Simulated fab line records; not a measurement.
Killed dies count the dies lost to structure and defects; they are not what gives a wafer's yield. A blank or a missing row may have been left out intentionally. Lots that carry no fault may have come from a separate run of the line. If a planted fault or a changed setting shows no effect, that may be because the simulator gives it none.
A lot that was struck, set against a sound lot || flow sky130 || 43 steps out of a route of 708
Sound: these wafers, L718.2, L718.3, L718.5. Struck: wafers L725.1, L725.3, L725.5. The cause is given at the end.
Per side, at each step with rows, come the tool, then ch with its chambers, and then its first start. Under that, the readings that differ: sound wafers || struck wafers || difference of the means || sigmas: that difference in standard deviations of wafers without a fault.
alike: readings whose means differ by less than 2 such deviations, and words and numbers that are the same on both sides. not compared: withheld readings, readings that some wafer has no value for, bounds like >300 that may hide the same value, and numbers for which the record gives no deviation and whose values overlap.
A row with sigmas, a row that says differs or no value, or rows on one side alone: a step with any of these is where the two part. Numbers that don't overlap but have no deviation are shown without sigmas and don't part them. A reading missing from all wafers of one side parts the sides only when that side holds two or more wafers.

first, 8 steps without rows for these wafers: SKY_VIA3_DEHYDRATE_04 (time 60 s); SKY_VIA3_HMDS_05 (prime time 60 s); SKY_VIA3_COAT_06 (resist thk 60 nm); SKY_VIA3_COAT_07 (resist thk 450 nm); SKY_VIA3_SOFTBAKE_08 (time 90 s); SKY_VIA3_EXPOSE_09 (exposes mask VIM3, target cd 200 nm); SKY_VIA3_PEB_10; SKY_VIA3_DEVELOP_11 (develop time 60 s).
SKY_VIA3_CD_MEAS_12: target cd 200 nm.
  sound on cdSem-02, day 41 05:31; struck on cdSem-01, day 43 14:09
  alike: cdNm
SKY_VIA3_OVL_MEAS_13:
  sound on overlay-02, day 41 05:37; struck on overlay-01, day 43 14:16
  alike: VIA3_OVL
then, 1 step without rows for these wafers: SKY_VIA3_ETCH_14 (etches BARC in N2/H2, stops on SiO2, time 45.9 s, target depth 60 nm).
SKY_VIA3_ETCH_15: etches SiO2 in C4F8/O2/Ar, stops on TiN, target depth 507 nm, time 78 s.
  sound on rieDiel-02 ch 0,2,3, day 41 05:41; struck on rieDiel-01 ch 1,2,3, day 43 14:21
  alike: oesProductAu
  not compared: rfHoursCounterH
SKY_VIA3_STRIP_16: strips in O2/N2.
  sound on plasmaAsher-02 ch 0, day 41 05:45; struck on plasmaAsher-01 ch 0,1, day 43 14:25
  alike: drypumpMotorCurrentA, oesProductAu, stripTimeToEndpointS
  not compared: rfHoursCounterH
then, 3 steps without rows for these wafers: SKY_VIA3_STRIP_17 (strips in post etch residue remover, time 1200 s); SKY_VIA3_CLEAN_18 (cleans in IPA, time 180 s); SKY_VIA3_CLEAN_19 (cleans in O3/DIW).
SKY_VIA3_SPUTTER_20: material TiN, target thk 20 nm, time 80 s.
  sound on pvdSputter-01, day 41 06:21; struck on pvdSputter-01, day 43 15:00
  alike: throttleValvePct
SKY_VIA3_CVD_21: deposits W, target thk 390 nm, time 117.31 s.
  sound on cvdW-01 ch 0,1, day 41 06:25; struck on cvdW-02 ch 0, day 43 15:04
{"reading": "heaterPowerW (W)", "sound": "786 855 849", "struck": "1111 1121 1128", "difference": "+290", "sigmas": "+2"}
  alike: chamberPressureTorr
SKY_VIA3_RS_MEAS_22: measures by four-point-probe.
  sound on filmMetro-04, day 41 06:34; struck on filmMetro-04, day 43 15:11
  alike: VIA3_W_RS
SKY_VIA3_THK_MEAS_23: measures by xrf.
  sound on filmMetro-04, day 41 06:40; struck on filmMetro-04, day 43 15:18
  alike: VIA3_W_THK
then, 4 steps without rows for these wafers: SKY_VIA3_CMP_24 (polishes, stops on SiO2, t overpolish 20 s, target thk 0 nm); SKY_METAL4_SPUTTER_00 (material Ti, target thk 15 nm, time 10 s); SKY_METAL4_SPUTTER_01 (material TiN, target thk 20 nm, time 16.7 s); SKY_METAL4_SPUTTER_02 (material AlCu, target thk 735 nm, time 39.1 s).
SKY_METAL4_SPUTTER_03: material Ti, target thk 5 nm, time 3.3 s.
  sound on pvdSputter-03, day 41 07:06; struck on pvdSputter-01, day 43 15:45
  alike: throttleValvePct
then, 2 steps without rows for these wafers: SKY_METAL4_SPUTTER_04 (material TiN, target thk 70 nm, time 58.3 s); SKY_CAP2M_CVD_00 (deposits SiO2, target thk 15.5 nm).
SKY_CAP2M_THK_MEAS_01:
  sound on filmMetro-02, day 41 07:12; struck on filmMetro-03, day 43 15:50
  alike: CAP2M_CVD_00_THK
then, 1 step without rows for these wafers: SKY_CAP2M_SPUTTER_02 (material TiN, target thk 200 nm, time 166.7 s).
SKY_CAP2M_RS_MEAS_03: measures by four-point-probe.
  sound on filmMetro-04, day 41 07:23; struck on filmMetro-04, day 43 16:01
  alike: CAP2M_TIN_RS
SKY_CAP2M_THK_MEAS_04: measures by xrf.
  sound on filmMetro-04, day 41 07:29; struck on filmMetro-04, day 43 16:08
  alike: CAP2M_TIN_THK
then, 7 steps without rows for these wafers: SKY_CAP2M_DEHYDRATE_05 (time 60 s); SKY_CAP2M_HMDS_06 (prime time 60 s); SKY_CAP2M_COAT_07 (resist thk 1140 nm); SKY_CAP2M_SOFTBAKE_08 (time 60 s); SKY_CAP2M_EXPOSE_09 (exposes mask CAP2M, target cd 1000 nm); SKY_CAP2M_PEB_10; SKY_CAP2M_DEVELOP_11 (develop time 60 s).
SKY_CAP2M_OVL_MEAS_12:
  sound on overlay-01, day 42 06:54; struck on overlay-01, day 44 14:32
  alike: CAP2M_OVL
SKY_CAP2M_METAL_ETCH_13: etches TiN in Cl2/BCl3, stops on SiO2, target depth 220 nm, time 62.9 s.
  sound on rieMetal-03 ch 0,1, day 42 06:56; struck on rieMetal-01 ch 0,1, day 44 14:35
  alike: drypumpMotorCurrentA, heBacksideLeakSccm, oesProductAu, throttleValvePct
  not compared: rfHoursCounterH
then, 2 steps without rows for these wafers: SKY_CAP2M_STRIP_14 (strips in O2/N2); SKY_CAP2M_STRIP_15 (strips in post etch residue remover, time 1200 s).
-- the record jumps here: 4 days lie between the struck wafers' starts before and after (it left off in module CAP2M and takes up again in module PAD_OPEN, whose first step shown is number 708 of the route) --
SKY_PAD_OPEN_PROBE_99:
  sound on prober-02, day 47 05:30; struck on prober-01, day 49 02:10
{"reading": "defectLimitedYield (%)", "sound": "82.1 82.9 83.5", "struck": "79.5 75.6 79.5", "difference": -4.6, "sigmas": -2}
{"reading": "killed_at_M0_to_M3", "sound": "43 36 40", "struck": "61 71 66", "difference": "+26", "sigmas": "+3"}
{"reading": "killedDies", "sound": "88 84 81", "struck": "101 120 101", "difference": "+23", "sigmas": "+2"}
{"reading": "sort_bin_3_pad_short (%)", "sound": "0.6 0.6 0.4", "struck": "2.0 1.8 2.4", "difference": "+1.5", "sigmas": "+4"}
{"reading": "sort_bin_5_function (%)", "sound": "10.4 9.6 8.1", "struck": "11.6 14.8 13.0", "difference": "+3.8", "sigmas": "+3"}
{"reading": "sortNPass", "sound": "404 408 411", "struck": "391 372 391", "difference": -23, "sigmas": -2}
{"reading": "sortYieldPct (%)", "sound": "82.1 82.9 83.5", "struck": "79.5 75.6 79.5", "difference": -4.6, "sigmas": -2}
{"reading": "model.etest.tester.sortNPass", "sound": "404 408 411", "struck": "391 372 391", "difference": -23, "sigmas": ""}
{"reading": "model.etest.tester.sortYieldPct (%)", "sound": "82.11 82.93 83.54", "struck": "79.47 75.61 79.47", "difference": -4.68, "sigmas": ""}
{"reading": "model.etest.tester.sort_bin_5_pct (%)", "sound": "10.37 9.553 8.13", "struck": "11.59 14.84 13.01", "difference": "+3.80", "sigmas": ""}
{"reading": "model.etest.tester.sort_bin_3_pct (%)", "sound": "0.6098 0.6098 0.4065", "struck": "2.033 1.829 2.439", "difference": "+1.558", "sigmas": ""}
  alike: killed_at_M4_up, killedAtContacts, killedAtFrontEnd, killedAtOther, killedOpen, killedShort, sort_bin_6_memory

== WHERE THEY PART ==
First at SKY_VIA3_CVD_21; last, within this record, at SKY_PAD_OPEN_PROBE_99.

WHY: what the simulator had put in
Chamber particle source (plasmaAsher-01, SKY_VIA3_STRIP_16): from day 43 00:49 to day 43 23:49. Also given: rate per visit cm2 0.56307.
